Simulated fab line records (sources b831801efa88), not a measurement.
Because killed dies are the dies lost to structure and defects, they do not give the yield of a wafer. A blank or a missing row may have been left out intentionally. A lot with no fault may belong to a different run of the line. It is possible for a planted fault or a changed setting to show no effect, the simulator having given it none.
Which tool did it? / flow sky130 / 15 lots with 43 wafers sampled at 3 steps, on a route of 708 steps

## WHAT EACH GAUGE READ, for each wafer
SKY_CONTACT_THK_MEAS_26: measures by xrf.
lot=L957; measured=day 31 21:08; on=film_metro-02; CONTACT_W_THK (nm)=330 332 338
lot=L958; measured=day 33 01:11; on=film_metro-04; CONTACT_W_THK (nm)=333 329 331
lot=L960; measured=day 33 15:02; on=film_metro-04; CONTACT_W_THK (nm)=338 339 335
lot=L961; measured=day 33 15:38; on=film_metro-01; CONTACT_W_THK (nm)=338 331 337
lot=L959; measured=day 33 15:59; on=film_metro-04; CONTACT_W_THK (nm)=341 332 343
lot=L964; measured=day 34 11:24; on=film_metro-04; CONTACT_W_THK (nm)=332 331 336
lot=L965; measured=day 34 16:40; on=film_metro-02; CONTACT_W_THK (nm)=343 348
lot=L966; measured=day 34 17:43; on=film_metro-02; CONTACT_W_THK (nm)=339 352
lot=L972; measured=day 36 02:07; on=film_metro-04; CONTACT_W_THK (nm)=330 323 326
lot=L974; measured=day 36 22:05; on=film_metro-04; CONTACT_W_THK (nm)=344 328 342
lot=L975; measured=day 37 14:47; on=film_metro-01; CONTACT_W_THK (nm)=328 331 325
lot=L976; measured=day 38 03:27; on=film_metro-02; CONTACT_W_THK (nm)=334 336 340
lot=L977; measured=day 38 04:45; on=film_metro-01; CONTACT_W_THK (nm)=332 333 335
lot=L978; measured=day 38 04:50; on=film_metro-02; CONTACT_W_THK (nm)=333 338 336
lot=L979; measured=day 38 06:59; on=film_metro-01; CONTACT_W_THK (nm)=332 335 330

SKY_METAL2_THK_MEAS_06: measures by xrf.
lot=L957; measured=day 34 04:00; on=film_metro-02; METAL2_ALCU_THK (nm)=247 244 243
lot=L958; measured=day 35 07:11; on=film_metro-03; METAL2_ALCU_THK (nm)=248 243 245
lot=L960; measured=day 35 22:59; on=film_metro-02; METAL2_ALCU_THK (nm)=247 245 247
lot=L961; measured=day 35 23:41; on=film_metro-02; METAL2_ALCU_THK (nm)=249 247 247
lot=L959; measured=day 36 00:34; on=film_metro-04; METAL2_ALCU_THK (nm)=250 250 256
lot=L964; measured=day 36 17:28; on=film_metro-03; METAL2_ALCU_THK (nm)=245 250 251
lot=L965; measured=day 36 23:44; on=film_metro-02; METAL2_ALCU_THK (nm)=236 241
lot=L966; measured=day 37 01:20; on=film_metro-02; METAL2_ALCU_THK (nm)=246 239
lot=L972; measured=day 38 09:28; on=film_metro-02; METAL2_ALCU_THK (nm)=246 243 246
lot=L974; measured=day 39 05:28; on=film_metro-02; METAL2_ALCU_THK (nm)=244 246 244
lot=L975; measured=day 39 19:38; on=film_metro-02; METAL2_ALCU_THK (nm)=247 247 244
lot=L976; measured=day 40 07:48; on=film_metro-03; METAL2_ALCU_THK (nm)=241 240 240
lot=L977; measured=day 40 09:22; on=film_metro-04; METAL2_ALCU_THK (nm)=248 251 250
lot=L978; measured=day 40 10:50; on=film_metro-02; METAL2_ALCU_THK (nm)=247 249 248
lot=L979; measured=day 40 12:05; on=film_metro-03; METAL2_ALCU_THK (nm)=247 244 245

## TOOL THAT RAN EACH LOT (tool first, then ch and the chambers of the sampled wafers, then the start)
lot=L957; SKY_METAL1_DESCUM_17=rie_metal-02 ch 0, day 32 22:58
lot=L958; SKY_METAL1_DESCUM_17=rie_metal-02 ch 0,1, day 34 02:46
lot=L960; SKY_METAL1_DESCUM_17=rie_metal-02 ch 0,1, day 34 17:40
lot=L961; SKY_METAL1_DESCUM_17=rie_metal-04 ch 0,1, day 34 18:40
lot=L959; SKY_METAL1_DESCUM_17=rie_metal-03 ch 0,1, day 34 19:35
lot=L964; SKY_METAL1_DESCUM_17=rie_metal-02 ch 0,1, day 35 13:37
lot=L965; SKY_METAL1_DESCUM_17=rie_metal-03 ch 1, day 35 19:29
lot=L966; SKY_METAL1_DESCUM_17=rie_metal-03 ch 0, day 35 20:26
lot=L972; SKY_METAL1_DESCUM_17=rie_metal-03 ch 0,1, day 37 04:25
lot=L974; SKY_METAL1_DESCUM_17=rie_metal-02 ch 1, day 38 01:14
lot=L975; SKY_METAL1_DESCUM_17=rie_metal-02 ch 1, day 38 16:35
lot=L976; SKY_METAL1_DESCUM_17=rie_metal-02 ch 1, day 39 04:35
lot=L977; SKY_METAL1_DESCUM_17=rie_metal-04 ch 0,1, day 39 06:38
lot=L978; SKY_METAL1_DESCUM_17=rie_metal-04 ch 0,1, day 39 07:38
lot=L979; SKY_METAL1_DESCUM_17=rie_metal-04 ch 0,1, day 39 08:34
- SKY_METAL1_DESCUM_17: chemistry O2, time 8 s.

## WHAT THE TOOLS THEMSELVES READ (means of the sampled wafers that have a number; where no wafer has one, the mark that the record gives instead)
SKY_METAL1_DESCUM_17.
lot=L957; tool=rie_metal-02; drypump_motor_current_A (A)=5.7; oes_product_au (a.u.)=1.008
lot=L958; tool=rie_metal-02; drypump_motor_current_A (A)=5.7; oes_product_au (a.u.)=1.004
lot=L960; tool=rie_metal-02; drypump_motor_current_A (A)=5.6; oes_product_au (a.u.)=1.006
lot=L961; tool=rie_metal-04; drypump_motor_current_A (A)=6.4; oes_product_au (a.u.)=0.998
lot=L959; tool=rie_metal-03; drypump_motor_current_A (A)=6.0; oes_product_au (a.u.)=1.006
lot=L964; tool=rie_metal-02; drypump_motor_current_A (A)=5.6; oes_product_au (a.u.)=0.997
lot=L965; tool=rie_metal-03; drypump_motor_current_A (A)=6.5; oes_product_au (a.u.)=1.008
lot=L966; tool=rie_metal-03; drypump_motor_current_A (A)=5.8; oes_product_au (a.u.)=0.997
lot=L972; tool=rie_metal-03; drypump_motor_current_A (A)=6.3; oes_product_au (a.u.)=1.000
lot=L974; tool=rie_metal-02; drypump_motor_current_A (A)=5.6; oes_product_au (a.u.)=0.996
lot=L975; tool=rie_metal-02; drypump_motor_current_A (A)=5.6; oes_product_au (a.u.)=1.000
lot=L976; tool=rie_metal-02; drypump_motor_current_A (A)=5.6; oes_product_au (a.u.)=0.984
lot=L977; tool=rie_metal-04; drypump_motor_current_A (A)=6.4; oes_product_au (a.u.)=0.996
lot=L978; tool=rie_metal-04; drypump_motor_current_A (A)=6.3; oes_product_au (a.u.)=0.992
lot=L979; tool=rie_metal-04; drypump_motor_current_A (A)=6.3; oes_product_au (a.u.)=0.999

## THE ANSWER, worked out from the rows above alone
Rule: the lots themselves supply what counts as usual. Put in order of their means at a reading, lots are off if they are a third of the lots or fewer, leave a main group of 4 or more, and stand apart from it by a gap of 3 or more times the standard deviation of the main group's means; of several such gaps the widest counts. A main group whose means are all the same, to the digits that the tables above print for the reading, isn't used. Also off: a lot with no number at a reading for which 4 or more lots have one. The other lots that the step has rows for count as sound. The gauges are gone through in route order, then the tools' own readings, and for those a lot's mean is taken as printed above. At the first step where some lot is off, the reading lying furthest off is the one used; lots without a number count as furthest.
Across all readings shown, no lot is off: no conclusion can be drawn from this.

## WHAT THE SIMULATOR HAD PUT IN
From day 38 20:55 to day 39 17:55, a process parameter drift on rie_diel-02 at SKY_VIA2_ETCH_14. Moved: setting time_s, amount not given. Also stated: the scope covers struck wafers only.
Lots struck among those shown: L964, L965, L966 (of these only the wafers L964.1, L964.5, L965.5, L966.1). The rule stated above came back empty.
